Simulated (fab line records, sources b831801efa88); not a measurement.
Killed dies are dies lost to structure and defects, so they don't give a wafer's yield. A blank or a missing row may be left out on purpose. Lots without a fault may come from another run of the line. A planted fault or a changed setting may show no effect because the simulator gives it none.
fab line records | flow gf180mcu
record lots=5 wafers=23
route steps=602 shown STI@8 NWELL@46 LVPWELL@64 MVSD@76 VT_IMPLANT@92
start_h: hours from the record's first day to the start of the lot's first wafer shown | wait_h: hours since the lot's step before | " the same as in the row above | L1.1+2: a row that stands for several wafers | - no value, or no start given | * or withheld: withheld | < > ~ a bound
route shown NAME@n: a module of which the file shows steps, and the number in the route of the first | usual: mean/standard deviation of fault-free wafers | same: alike in all rows | chamber/n: place in a boat | sites: the reading at each site | _std_site: their standard deviation | _edge_site: outer sites' mean less inner sites' | radius_mm: how far each site lies from the wafer's centre | mask NAME#n: copy n | behind: the tool/chamber that last shaped the wafer | hold: why the lot was held/for how many hours/how that ended | device: the transistor (n, p or np) that didn't switch | end of line: the same wafers' tests at the end of the route | a step without rows: its recipe alone | killed: dies lost to structure and defects at the first sort, not the wafer's yield | map: a wafer's dies, x killed, . not, _ none there
set.NAME: the setting as run; set.NAME@STEP: as run at that earlier step | model.NAME: the simulator's own value behind a step, which no gauge read
lots whose settings were changed on purpose; a table a step, a row a wafer
## steps
# step GF_STI_COAT_07
# recipe resist=KrF spin_rpm=withheld resist_thk_nm=700
# columns lot.wafer tool chamber start_h wait_h set.resist_thk_nm model.KrF_of_STI_COAT_07.thk_nm
L074.1 litho_track-03 0 19.07 0.1 700 701.1
L074.2 " 0 " " 722.5 722.7
L074.3 " 0 " " 700 698.2
L074.4 " 0 " " 722.5 722.3
L074.6 " 0 " " 700 698.5
L076.1 litho_track-03 0 29.22 0.1 681.1 686
L076.2 " 0 " " 681.1 683.9
L076.4 " 0 " " 700 701.5
L076.5 " 0 " " 700 699.6
L076.6 " 0 " " 681.1 683.6
L077.1 litho_track-02 0 34.18 0.1 700 697.3
L077.5 " 0 " " 700 696.4
L077.6 " 0 " " 700 698.1
L078.1 litho_track-04 0 39.57 0.1 700 701.4
L078.2 " 0 " " 670.8 672
L078.4 " 0 " " 700 702.4
L078.5 " 0 " " 670.8 673.5
L078.6 " 0 " " 670.8 673.2
L080.2 litho_track-04 0 50.15 0.1 700 703.8
L080.3 " 0 " " 700 702.4
L080.4 " 0 " " 734.4 735.4
L080.5 " 0 " " 734.4 734.2
L080.6 " 0 " " 734.4 732.6
# step GF_STI_PEB_10
# recipe peb_temp_c=135 peb_time_s=90 resist=KrF
# columns lot.wafer tool chamber start_h wait_h set.peb_time_s
L074.1+4+6 litho_track-04 0 - - 94.42
L074.2+3 " 0 " " 90
L076.1+2+4+5+6 litho_track-04 0 - - 90
L077.1+5+6 litho_track-02 0 - - 90
L078.1+4+6 litho_track-04 0 - - 96.59
L078.2+5 " 0 " " 90
L080.2+3+4+5+6 litho_track-02 0 - - 90
# step GF_STI_DEVELOP_11
# recipe develop_time_s=60 dev_temp_c=21
# step GF_STI_ETCH_13
# recipe chemistry=CHF3/O2 stop_on=Si over_etch_frac=0.3 target_depth_a=2823.1 source_w=600 bias_w=200 pressure_mtorr=40 chf3_flow_sccm=50 O2_flow_sccm=5 time_s=112.9
# columns lot.wafer tool chamber start_h wait_h set.resist_thk_nm@STI_COAT_07 model.KrF_of_STI_COAT_07.thk_nm
L074.1 rie_diel-04 1 25.09 0.1 700 440.2
L074.2 " 3 " " 722.5 459.6
L074.3 " 0 " " 700 438.8
L074.4 " 2 " " 722.5 463
L074.6 " 0 " " 700 440.3
L076.1 rie_diel-04 2 35.54 0.1 681.1 427.5
L076.2 " 0 " " 681.1 424.5
L076.4 " 1 " " 700 440.4
L076.5 " 0 " " 700 439.7
L076.6 " 3 " " 681.1 416.9
L077.1 rie_diel-04 0 40.50 0.1 700 437
L077.5 " 3 " " 700 430.2
L077.6 " 0 " " 700 436.7
L078.1 rie_diel-01 0 46.44 0.1 700 440.4
L078.2 " 1 " " 670.8 412.9
L078.4 " 3 " " 700 445.3
L078.5 " 0 " " 670.8 411.3
L078.6 " 3 " " 670.8 416.4
L080.2 rie_diel-04 3 57.10 0.1 700 436.8
L080.3 " 0 " " 700 443
L080.4 " 2 " " 734.4 474
L080.5 " 2 " " 734.4 470.7
L080.6 " 1 " " 734.4 472.4
# step GF_STI_ETCH_14
# recipe target=Si chemistry=HBr/Cl2/O2 target_depth_nm=360 icp_w=600 bias_w=150 pressure_mtorr=15 HBr_flow_sccm=150 Cl2_flow_sccm=40 O2_flow_sccm=6 time_s=102.9
# step GF_STI_STRIP_15
# recipe chemistry=O2/N2 power_w=1400 pressure_mtorr=1500 platen_temp_c=250 o2_flow_sccm=3000 n2_flow_sccm=300 overash_fraction=0.5
# usual strip_time_to_endpoint_s=3.71/0.045
# columns lot.wafer tool chamber start_h wait_h set.resist_thk_nm@STI_COAT_07 strip_time_to_endpoint_s
L074.1 plasma_asher-03 1 25.25 0.0 700 3.69
L074.2 " 0 " " 722.5 3.90
L074.3 " 0 " " 700 3.70
L074.4 " 1 " " 722.5 3.96
L074.6 " 0 " " 700 3.71
L076.1 plasma_asher-04 0 35.70 0.0 681.1 3.61
L076.2 " 1 " " 681.1 3.56
L076.4 " 1 " " 700 3.73
L076.5 " 1 " " 700 3.71
L076.6 " 0 " " 681.1 3.45
L077.1 plasma_asher-04 0 40.66 0.0 700 3.68
L077.5 " 1 " " 700 3.64
L077.6 " 0 " " 700 3.68
L078.1 plasma_asher-04 1 46.60 0.0 700 3.72
L078.2 " 0 " " 670.8 3.41
L078.4 " 0 " " 700 3.78
L078.5 " 1 " " 670.8 3.45
L078.6 " 0 " " 670.8 3.46
L080.2 plasma_asher-01 0 57.26 0.0 700 3.69
L080.3 " 0 " " 700 3.74
L080.4 " 1 " " 734.4 4.09
L080.5 " 0 " " 734.4 4.05
L080.6 " 1 " " 734.4 4.06
# step GF_STI_CVD_23
# recipe material=SiO2 target_thk_nm=650 sigma_open_frac=0.3 time_s=108.3 temp_c=600 sih4_flow_sccm=60 pressure_mtorr=6
# columns lot.wafer tool chamber start_h wait_h set.sih4_flow_sccm model.SiO2_of_STI_CVD_23.thk_nm
L074.1 hdpcvd-02 0 27.22 0.1 64.03 705.7
L074.2 " 2 " " 64.03 708.6
L074.3 " 1 " " 60 655.3
L074.4 " 1 " " 60 661.3
L074.6 " 0 " " 64.03 698.4
L076.1 hdpcvd-01 0 39.36 0.1 57.06 624.8
L076.2 " 2 " " 60 655.5
L076.4 " 2 " " 57.06 629.4
L076.5 " 1 " " 57.06 624.5
L076.6 " 0 " " 60 659.6
L077.1 hdpcvd-02 2 43.64 0.1 60 644.8
L077.5 " 0 " " 60 645
L077.6 " 1 " " 60 655.6
L078.1 hdpcvd-01 0 48.70 0.1 60 646.7
L078.2 " 2 " " 60 651.8
L078.4 " 2 " " 68.99 748.7
L078.5 " 0 " " 60 645.3
L078.6 " 1 " " 68.99 750.1
L080.2 hdpcvd-02 1 59.86 0.0 60 647.4
L080.3 " 0 " " 60 656.8
L080.4 " 0 " " 60 650.6
L080.5 " 2 " " 60 649.8
L080.6 " 1 " " 60 649.6
# step GF_STI_THK_MEAS_24
# recipe reads=SiO2_of_STI_CVD_23
# usual STI_CVD_23_THK=653/5.6
# columns lot.wafer tool chamber start_h wait_h set.sih4_flow_sccm@STI_CVD_23 STI_CVD_23_THK[nm]
L074.1 film_metro-03 - 27.29 0.0 64.03 706
L074.2 " - " " 64.03 708
L074.3 " - " " 60 655
L074.4 " - " " 60 661
L074.6 " - " " 64.03 698
L076.1 film_metro-04 - 39.44 0.0 57.06 625
L076.2 " - " " 60 656
L076.4 " - " " 57.06 630
L076.5 " - " " 57.06 625
L076.6 " - " " 60 659
L077.1 film_metro-04 - 43.72 0.0 60 644
L077.5 " - " " 60 645
L077.6 " - " " 60 656
L078.1 film_metro-02 - 48.78 0.0 60 646
L078.2 " - " " 60 652
L078.4 " - " " 68.99 748
L078.5 " - " " 60 646
L078.6 " - " " 68.99 749
L080.2 film_metro-04 - 59.94 0.0 60 647
L080.3 " - " " 60 657
L080.4 " - " " 60 651
L080.5 " - " " 60 650
L080.6 " - " " 60 650
# step GF_STI_OXIDATION_29
# recipe temp_c=900 ambient=O2 stabilise_s=600 purge_s=300 target_thk_a=100 ox_time_s=1418
# columns lot.wafer tool chamber start_h wait_h set.ox_time_s model.SiO2_of_STI_OXIDATION_29.thk_nm
L074.1 - - - 0.0 1213 9.135
L074.2 " - " " 1213 9.219
L074.3 " - " " 1213 9.004
L074.4 " - " " 1213 8.932
L074.6 " - " " 1213 9.081
L076.1 - - - 1.7 1586 10.84
L076.2 " - " " 1586 10.89
L076.4 " - " " 1586 10.77
L076.5 " - " " 1586 10.82
L076.6 " - " " 1586 10.83
L077.1 furnace-01 0 44.67 0.0 1418 10.1
L077.5 " 0 " " 1418 9.978
L077.6 " 0 " " 1418 10.01
L078.1 - - - 0.0 1247 9.374
L078.2 " - " " 1247 9.461
L078.4 " - " " 1247 9.439
L078.5 " - " " 1247 9.345
L078.6 " - " " 1247 9.362
L080.2+3 - - - 0.1 1418 10.31
L080.4 " - " " 1418 10.34
L080.5+6 " - " " 1418 10.1
# step GF_STI_THK_MEAS_30
# recipe reads=SiO2_of_STI_OXIDATION_29
# usual STI_OXIDATION_02_THK=10.06/0.13
# columns lot.wafer tool chamber start_h wait_h set.ox_time_s@STI_OXIDATION_29 STI_OXIDATION_02_THK[nm]
L074.1 film_metro-02 - - - 1213 9.15
L074.2 " - " " 1213 9.23
L074.3 " - " " 1213 9.06
L074.4 " - " " 1213 8.92
L074.6 " - " " 1213 9.12
L076.1 film_metro-03 - - - 1586 10.82
L076.2 " - " " 1586 10.93
L076.4 " - " " 1586 10.76
L076.5 " - " " 1586 10.79
L076.6 " - " " 1586 10.80
L077.1 film_metro-03 - 46.07 0.0 1418 10.09
L077.5 " - " " 1418 9.93
L077.6 " - " " 1418 10.00
L078.1 film_metro-03 - - - 1247 9.39
L078.2 " - " " 1247 9.44
L078.4 " - " " 1247 9.40
L078.5 " - " " 1247 9.35
L078.6 " - " " 1247 9.33
L080.2 film_metro-03 - - - 1418 10.30
L080.3 " - " " 1418 10.30
L080.4 " - " " 1418 10.35
L080.5 " - " " 1418 10.13
L080.6 " - " " 1418 10.12
# step GF_NWELL_EXPOSE_04
# recipe mask_id=Nwell target_cd_nm=860 na=0.6 source_shape=conventional sigma_outer=0.6 dose_mj=260
# columns lot.wafer tool chamber start_h wait_h mask set.dose_mj
L074.1+6 iline_stepper-02 0 - - Nwell#0 270.5
L074.2+3+4 " 0 " " Nwell#0 260
L076.1+2 iline_stepper-01 0 - - Nwell#0 245
L076.4+5+6 " 0 " " Nwell#0 260
L077.1+5+6 iline_stepper-02 0 - - Nwell#0 260
L078.1+2+4+5+6 iline_stepper-02 0 - - Nwell#0 260
L080.2+3+4+5+6 iline_stepper-02 0 - - Nwell#0 260
# step GF_NWELL_PEB_05
# recipe temp_c=115 time_s=withheld
# step GF_NWELL_DEVELOP_06
# recipe wall_angle_deg=90 develop_time_s=62.53 dev_temp_c=23
# columns lot.wafer tool chamber start_h wait_h set.dose_mj@NWELL_EXPOSE_04 model.NWELL.cd_nm
L074.1 litho_track-01 0 - - 270.5 870
L074.2 " 0 " " 260 857.9
L074.3 " 0 " " 260 859.5
L074.4 " 0 " " 260 858.2
L074.6 " 0 " " 270.5 869
L076.1 litho_track-03 0 - - 245 848.4
L076.2 " 0 " " 245 847.1
L076.4 " 0 " " 260 865.1
L076.5 " 0 " " 260 864.1
L076.6 " 0 " " 260 864
L077.1 litho_track-01 0 - - 260 865
L077.5 " 0 " " 260 864.3
L077.6 " 0 " " 260 863.4
L078.1 litho_track-03 0 - - 260 856
L078.2 " 0 " " 260 855.4
L078.4 " 0 " " 260 855.2
L078.5 " 0 " " 260 854.4
L078.6 " 0 " " 260 853.2
L080.2 litho_track-03 0 - - 260 855.3
L080.3 " 0 " " 260 856.4
L080.4 " 0 " " 260 856.3
L080.5 " 0 " " 260 854.3
L080.6 " 0 " " 260 855
# step GF_NWELL_STRIP_10
# recipe chemistry=O2/N2 power_w=1400 pressure_mtorr=1500 platen_temp_c=250 o2_flow_sccm=3000 n2_flow_sccm=300 overash_fraction=0.5
# usual strip_time_to_endpoint_s=36.89/0.078
# columns lot.wafer tool chamber start_h wait_h set.o2_flow_sccm strip_time_to_endpoint_s
L074.1 plasma_asher-02 0 55.47 0.1 3000 36.79
L074.2 " 1 " " 3000 36.74
L074.3 " 1 " " 2579 37.23
L074.4 " 0 " " 2579 37.24
L074.6 " 1 " " 2579 37.29
L076.1 plasma_asher-04 0 69.40 0.1 2671 37.13
L076.2 " 1 " " 3000 36.83
L076.4 " 0 " " 2671 37.14
L076.5 " 1 " " 3000 36.83
L076.6 " 0 " " 3000 37.00
L077.1 plasma_asher-02 0 72.62 0.1 3000 36.91
L077.5 " 0 " " 3000 36.78
L077.6 " 1 " " 3000 36.85
L078.1 plasma_asher-04 1 78.15 0.1 3000 37.00
L078.2 " 0 " " 2622 37.30
L078.4 " 1 " " 2622 37.36
L078.5 " 1 " " 3000 37.01
L078.6 " 0 " " 2622 37.30
L080.2 plasma_asher-04 1 90.60 0.1 3000 36.99
L080.3 " 0 " " 3000 36.94
L080.4 " 1 " " 3000 36.85
L080.5 " 1 " " 3000 36.90
L080.6 " 0 " " 3000 37.00
# step GF_LVPWELL_STRIP_10
# recipe chemistry=O2/N2 power_w=1400 pressure_mtorr=1500 platen_temp_c=250 o2_flow_sccm=3000 n2_flow_sccm=300 overash_fraction=0.5
# usual oes_product_au=0.722/0.0043 strip_time_to_endpoint_s=36.92/0.1
# columns lot.wafer tool chamber start_h wait_h set.pressure_mtorr oes_product_au strip_time_to_endpoint_s
L074.1 plasma_asher-02 0 69.22 0.1 1500 0.724 36.96
L074.2 " 1 " " 1500 0.724 36.98
L074.3 " 1 " " 1500 0.716 36.93
L074.4 " 0 " " 1500 0.724 36.99
L074.6 " 0 " " 1500 0.725 37.00
L076.1 plasma_asher-01 0 83.02 0.1 1586 0.734 36.24
L076.2 " 1 " " 1586 0.732 36.30
L076.4 " 0 " " 1586 0.729 36.35
L076.5 " 1 " " 1586 0.736 36.17
L076.6 " 0 " " 1586 0.722 36.40
L077.1 plasma_asher-01 1 85.82 0.1 1500 0.717 36.88
L077.5 " 1 " " 1500 0.726 37.03
L077.6 " 0 " " 1500 0.726 36.90
L078.1 plasma_asher-01 1 92.17 0.1 1276 0.698 38.86
L078.2 " 0 " " 1276 0.696 38.82
L078.4 " 1 " " 1276 0.696 38.75
L078.5 " 1 " " 1276 0.700 38.81
L078.6 " 0 " " 1276 0.695 38.79
L080.2 plasma_asher-02 0 105.06 0.1 1307 0.700 38.64
L080.3 " 0 " " 1307 0.696 38.44
L080.4 " 1 " " 1307 0.695 38.57
L080.5 " 0 " " 1307 0.701 38.49
L080.6 " 1 " " 1307 0.692 38.47
# step GF_MVSD_STRIP_10
# recipe chemistry=O2/N2 power_w=1400 pressure_mtorr=1500 platen_temp_c=250 o2_flow_sccm=3000 n2_flow_sccm=300 overash_fraction=0.5
# usual oes_product_au=0.723/0.0039 strip_time_to_endpoint_s=36.96/0.08
# columns lot.wafer tool chamber start_h wait_h set.power_w oes_product_au strip_time_to_endpoint_s
L074.1 plasma_asher-04 1 82.81 0.1 1400 0.727 36.88
L074.2 " 0 " " 1400 0.720 36.93
L074.3 " 1 " " 1400 0.722 36.87
L074.4 " 0 " " 1400 0.727 36.86
L074.6 " 0 " " 1400 0.725 36.95
L076.1 plasma_asher-01 0 97.51 0.1 1536 0.760 34.46
L076.2 " 1 " " 1400 0.726 37.01
L076.4 " 1 " " 1400 0.727 37.05
L076.5 " 1 " " 1400 0.724 36.95
L076.6 " 0 " " 1536 0.763 34.35
L077.1 plasma_asher-04 1 99.37 0.1 1400 0.723 36.94
L077.5 " 1 " " 1400 0.720 36.94
L077.6 " 0 " " 1400 0.717 36.97
L078.1 plasma_asher-04 1 106.12 0.1 1291 0.687 39.69
L078.2 " 0 " " 1400 0.715 37.01
L078.4 " 0 " " 1291 0.691 39.61
L078.5 " 1 " " 1400 0.727 36.97
L078.6 " 0 " " 1400 0.723 36.82
L080.2 plasma_asher-04 0 118.87 0.1 1400 0.723 36.99
L080.3 " 1 " " 1334 0.702 38.39
L080.4 " 0 " " 1400 0.728 36.97
L080.5 " 0 " " 1334 0.702 38.38
L080.6 " 1 " " 1334 0.699 38.42
# step GF_VT_IMPLANT_COAT_02
# recipe resist=NOVOLAK spin_rpm=3000 resist_thk_nm=1000
# columns lot.wafer tool chamber start_h wait_h set.resist_thk_nm model.NOVOLAK_of_VT_IMPLANT_COAT_02.thk_nm
L074.1+2+3 litho_track-03 0 103.86 0.1 1000 1002
L074.4 " 0 " " 1000 1000
L074.6 " 0 " " 1000 997.8
L076.1 litho_track-03 0 118.81 0.1 1000 1005
L076.2 " 0 " " 1044 1051
L076.4 " 0 " " 1044 1048
L076.5 " 0 " " 1000 1004
L076.6 " 0 " " 1044 1049
L077.1 litho_track-02 0 121.43 0.1 1000 1003
L077.5 " 0 " " 1000 1002
L077.6 " 0 " " 1000 1004
L078.1 litho_track-02 0 127.33 0.1 1043 1050
L078.2 " 0 " " 1000 1005
L078.4 " 0 " " 1000 1003
L078.5 " 0 " " 1043 1048
L078.6 " 0 " " 1043 1046
L080.2 litho_track-02 0 140.76 0.1 962 966.1
L080.3 " 0 " " 1000 1007
L080.4 " 0 " " 962 965.7
L080.5 " 0 " " 1000 1003
L080.6 " 0 " " 962 966.8
# step GF_VT_IMPLANT_IMPLANT_08
# recipe species=BF2 energy_kev=20 dose_cm2=8.29e+12 tilt_deg=7
# columns lot.wafer tool chamber start_h wait_h set.energy_kev model.implant.rp_nm model.implant.drp_nm
L074.1+2+4 implanter-01 0 110.52 0.0 20.62 17.47 9.963
L074.3+6 " 0 " " 20 17.06 9.752
L076.1+2+6 implanter-01 0 126.12 0.0 18.53 15.95 9.242
L076.4+5 " 0 " " 20 16.93 9.752
L077.1+5+6 implanter-02 0 128.87 0.0 20 17.56 9.752
L078.1+4+5 implanter-02 0 135.52 0.0 18.21 16.36 9.13
L078.2+6 " 0 " " 20 17.6 9.752
L080.2+3+6 implanter-01 0 148.44 0.0 20.84 18.07 10.04
L080.4+5 " 0 " " 20 17.5 9.752
# step GF_VT_IMPLANT_STRIP_09
# recipe chemistry=O2/N2 power_w=1400 pressure_mtorr=1500 platen_temp_c=250 o2_flow_sccm=3000 n2_flow_sccm=300 overash_fraction=0.5
# usual strip_time_to_endpoint_s=12.65/0.034
# columns lot.wafer tool chamber start_h wait_h set.resist_thk_nm@VT_IMPLANT_COAT_02 strip_time_to_endpoint_s
L074.1 plasma_asher-03 0 110.67 0.1 1000 12.66
L074.2 " 1 " " 1000 12.66
L074.3 " 0 " " 1000 12.65
L074.4 " 1 " " 1000 12.62
L074.6 " 1 " " 1000 12.59
L076.1 plasma_asher-03 0 126.27 0.1 1000 12.68
L076.2 " 1 " " 1044 13.12
L076.4 " 0 " " 1044 13.11
L076.5 " 1 " " 1000 12.68
L076.6 " 0 " " 1044 13.13
L077.1 plasma_asher-02 1 129.02 0.1 1000 12.66
L077.5 " 0 " " 1000 12.65
L077.6 " 1 " " 1000 12.68
L078.1 plasma_asher-04 0 135.67 0.1 1043 13.14
L078.2 " 1 " " 1000 12.68
L078.4 " 1 " " 1000 12.67
L078.5 " 0 " " 1043 13.11
L078.6 " 1 " " 1043 13.08
L080.2 plasma_asher-04 1 148.57 0.1 962 12.23
L080.3 " 1 " " 1000 12.73
L080.4 " 0 " " 962 12.23
L080.5 " 0 " " 1000 12.67
L080.6 " 1 " " 962 12.25
# step GF_VT_IMPLANT_TW_MEAS_10
# usual VT_IMPLANT_TW=566/3.9
# columns lot.wafer tool chamber start_h wait_h set.energy_kev@VT_IMPLANT_IMPLANT_08 VT_IMPLANT_TW
L074.1 film_metro-01 - 110.91 0.2 20.62 573
L074.2 " - " " 20.62 571
L074.3 " - " " 20 571
L074.4 " - " " 20.62 575
L074.6 " - " " 20 569
L076.1 film_metro-04 - 126.37 0.1 18.53 554
L076.2 " - " " 18.53 553
L076.4 " - " " 20 568
L076.5 " - " " 20 568
L076.6 " - " " 18.53 553
L077.1 film_metro-01 - 129.12 0.1 20 571
L077.5 " - " " 20 565
L077.6 " - " " 20 568
L078.1 film_metro-01 - 135.77 0.1 18.21 553
L078.2 " - " " 20 568
L078.4 " - " " 18.21 553
L078.5 " - " " 18.21 551
L078.6 " - " " 20 564
L080.2 film_metro-04 - 148.68 0.1 20.84 574
L080.3 " - " " 20.84 573
L080.4 " - " " 20 571
L080.5 " - " " 20 568
L080.6 " - " " 20.84 571
# step GF_VT_IMPLANT_IMPLANT_30
# recipe species=B energy_kev=25 dose_cm2=2.534e+12 tilt_deg=7
# columns lot.wafer tool chamber start_h wait_h set.energy_kev model.implant.rp_nm model.implant.drp_nm
L074.1+2+3+4+6 implanter-03 0 139.77 0.0 25 83.38 35.62
L076.1+2 implanter-01 0 157.27 0.0 25 80.03 35.62
L076.4+5+6 " 0 " " 23.74 76.04 33.53
L077.1+5+6 implanter-03 0 159.65 0.0 25 81.26 35.62
L078.1+2+4 implanter-02 0 166.77 0.0 25 82.91 35.62
L078.5+6 " 0 " " 23.85 79.15 33.71
L080.2+4 implanter-01 0 180.94 0.0 26.9 88.97 38.74
L080.3+5+6 " 0 " " 25 82.78 35.62
## key
split step=GF_STI_COAT_07 setting=resist_thk_nm stated=700 by=wafer
response step=GF_STI_COAT_07 reading=model.KrF_of_STI_COAT_07.thk_nm change=+6.61 per=1% r=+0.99
response step=GF_STI_ETCH_13 reading=model.KrF_of_STI_COAT_07.thk_nm change=+6.71 per=1% r=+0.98
response step=GF_STI_STRIP_15 reading=strip_time_to_endpoint_s change=* per=1% r=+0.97
split step=GF_STI_PEB_10 setting=peb_time_s stated=90 by=wafer
response none clear
split step=GF_STI_CVD_23 setting=sih4_flow_sccm stated=60 by=wafer
response step=GF_STI_CVD_23 reading=model.SiO2_of_STI_CVD_23.thk_nm change=+6.75 per=1% r=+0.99
response step=GF_STI_THK_MEAS_24 reading=STI_CVD_23_THK change=+6.71 per=1% r=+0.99
split step=GF_STI_OXIDATION_29 setting=ox_time_s stated=1418 by=lot
response step=GF_STI_OXIDATION_29 reading=model.SiO2_of_STI_OXIDATION_29.thk_nm change=+0.0648 per=1% r=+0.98
response step=GF_STI_THK_MEAS_30 reading=STI_OXIDATION_02_THK change=+0.0643 per=1% r=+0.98
split step=GF_NWELL_EXPOSE_04 setting=dose_mj stated=260 by=wafer
response step=GF_NWELL_DEVELOP_06 reading=model.NWELL.cd_nm change=+2.83 per=1% r=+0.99
split step=GF_NWELL_STRIP_10 setting=o2_flow_sccm stated=3000 by=wafer
response step=GF_NWELL_STRIP_10 reading=strip_time_to_endpoint_s change=* per=1% r=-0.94
split step=GF_LVPWELL_STRIP_10 setting=pressure_mtorr stated=1500 by=lot
response step=GF_LVPWELL_STRIP_10 reading=oes_product_au change=+0.00174 per=1% r=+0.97
response step=GF_LVPWELL_STRIP_10 reading=strip_time_to_endpoint_s change=* per=1% r=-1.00
split step=GF_MVSD_STRIP_10 setting=power_w stated=1400 by=wafer
response step=GF_MVSD_STRIP_10 reading=oes_product_au change=+0.00409 per=1% r=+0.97
response step=GF_MVSD_STRIP_10 reading=strip_time_to_endpoint_s change=* per=1% r=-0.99
split step=GF_VT_IMPLANT_COAT_02 setting=resist_thk_nm stated=1000 by=wafer
response step=GF_VT_IMPLANT_COAT_02 reading=model.NOVOLAK_of_VT_IMPLANT_COAT_02.thk_nm change=+10.2 per=1% r=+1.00
response step=GF_VT_IMPLANT_STRIP_09 reading=strip_time_to_endpoint_s change=* per=1% r=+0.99
split step=GF_VT_IMPLANT_IMPLANT_08 setting=energy_kev stated=20 by=wafer
response step=GF_VT_IMPLANT_IMPLANT_08 reading=model.implant.rp_nm change=+0.136 per=1% r=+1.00
response step=GF_VT_IMPLANT_IMPLANT_08 reading=model.implant.drp_nm change=+0.0692 per=1% r=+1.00
response step=GF_VT_IMPLANT_TW_MEAS_10 reading=VT_IMPLANT_TW change=+1.56 per=1% r=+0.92
split step=GF_VT_IMPLANT_IMPLANT_30 setting=energy_kev stated=25 by=wafer
response step=GF_VT_IMPLANT_IMPLANT_30 reading=model.implant.rp_nm change=+0.81 per=1% r=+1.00
response step=GF_VT_IMPLANT_IMPLANT_30 reading=model.implant.drp_nm change=+0.413 per=1% r=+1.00
